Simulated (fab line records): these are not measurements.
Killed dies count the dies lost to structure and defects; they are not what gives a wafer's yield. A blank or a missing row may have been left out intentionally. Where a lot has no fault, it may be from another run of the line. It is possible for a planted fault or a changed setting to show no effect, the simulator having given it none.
A lot that was struck, set against a sound lot ; flow sky130 ; 23 steps out of a route of 708
Sound: these wafers, L525.3, L525.4, L525.5. The struck wafers were L530.2, L530.5, L530.6. The cause comes at the end.
Per side, at each step with rows, come the tool, then ch with its chambers, and then its first start. Under that, the readings that differ: sound wafers ; struck wafers ; difference of the means ; sigmas: that difference in standard deviations of wafers without a fault.
alike: a reading whose means differ by less than 2 such deviations, as well as words and numbers matching on both sides. not compared: withheld readings; readings where some wafer has no value; bounds like >300 that might hide an equal value; numbers whose values overlap and for which the record gives no deviation.
Wherever a step has rows on one side only, a row that says differs or no value, or a row with sigmas, the two part there. Numbers that don't overlap but have no deviation are shown without sigmas and don't part them. A reading missing from all wafers of one side parts the sides only when that side holds two or more wafers.

first, 8 steps without rows for these wafers: SKY_LDD_N_IMPLANT_08; SKY_LDD_N_IMPLANT_09; SKY_LDD_N_IMPLANT_10; SKY_LDD_N_IMPLANT_11; SKY_LDD_N_IMPLANT_12; SKY_LDD_N_IMPLANT_13; SKY_LDD_N_IMPLANT_14; SKY_LDD_N_IMPLANT_15.
SKY_LDD_N_STRIP_16: strips in O2/N2.
  sound on plasma-asher-02 ch 0,1, day 19 08:46; struck on plasma-asher-02 ch 0,1, day 21 16:59
  alike: drypump-motor-current-A, n2-flow-sccm, oes-product-au, strip-time-to-endpoint-s
  not compared: rf-hours-counter-h
SKY_LDD_N_TW_MEAS_17:
  sound on film-metro-02, day 19 08:51; struck on film-metro-02, day 21 17:05
  alike: LDD_N_TW
then, 2 steps without rows for these wafers: SKY_LDD_P_DEHYDRATE_00 (time 60 s); SKY_LDD_P_HMDS_01 (prime time 60 s).
SKY_LDD_P_COAT_02: resist thk 1140 nm.
  sound on litho-track-02 ch 0, day 20 00:29; struck on litho-track-02 ch 0, day 22 08:15
reading;sound;struck;difference;sigmas
spin-speed-rpm (rpm);3001.8 3001.2 2996.8;3132.7 3131.7 3129.5;+131.4;+60
model.NOVOLAK_of_LDD_P_COAT_02.thk-nm (nm);1139 1138 1137;1121 1120 1121;-17;
  alike: resist-line-temp-C
then, 3 steps without rows for these wafers: SKY_LDD_P_SOFTBAKE_03 (time 60 s); SKY_LDD_P_EXPOSE_04 (exposes mask PSDM, target cd 380 nm); SKY_LDD_P_PEB_05.
SKY_LDD_P_DEVELOP_06: develop time 60 s.
  sound on litho-track-03 ch 0, day 20 15:41; struck on litho-track-03 ch 0, day 22 23:13
reading;sound;struck;difference;sigmas
model.NOVOLAK_of_LDD_P_COAT_02.thk-nm (nm);1139 1138 1136;1120 1120 1121;-17;
  alike: resist-line-temp-C
SKY_LDD_P_CD_MEAS_07 targets a cd of 380 nm.
  sound on cd-sem-01, day 20 15:50; struck on cd-sem-02, day 22 23:22
  alike: cd-nm
SKY_LDD_P_OVL_MEAS_08:
  sound on overlay-01, day 20 15:56; struck on overlay-01, day 22 23:28
reading;sound;struck;difference;sigmas
LDD_P_OVL (nm);1.1 -1.8 0.5;-4.5 -1.7 -1.9;-2.6;-2
next, for these wafers, 1 step has no rows: SKY_LDD_P_IMPLANT_09.
SKY_LDD_P_STRIP_10: strips in O2/N2.
  sound on plasma-asher-04 ch 0,1, day 20 16:08; struck on plasma-asher-04 ch 0,1, day 22 23:39
reading;sound;struck;difference;sigmas
strip-time-to-endpoint-s (s);14.16 14.17 14.13;13.95 13.94 13.95;-0.21;-5
  alike: drypump-motor-current-A, n2-flow-sccm, oes-product-au
  not compared: rf-hours-counter-h
SKY_LDD_P_TW_MEAS_11:
  sound on film-metro-01, day 20 16:13; struck on film-metro-01, day 22 23:46
  alike: LDD_P_TW
SKY_PAD_OPEN_PROBE_99:
  rows exist in the record for the sound wafers here (prober-01, day 47 00:38), none for the struck ones

WHERE THEY PART
Last at SKY_PAD_OPEN_PROBE_99 as far as this record goes, first at SKY_LDD_P_COAT_02.

WHY: the cause the simulator had injected
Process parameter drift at SKY_LDD_P_COAT_02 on litho-track-02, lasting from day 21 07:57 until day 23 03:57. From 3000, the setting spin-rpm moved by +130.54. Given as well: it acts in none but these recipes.
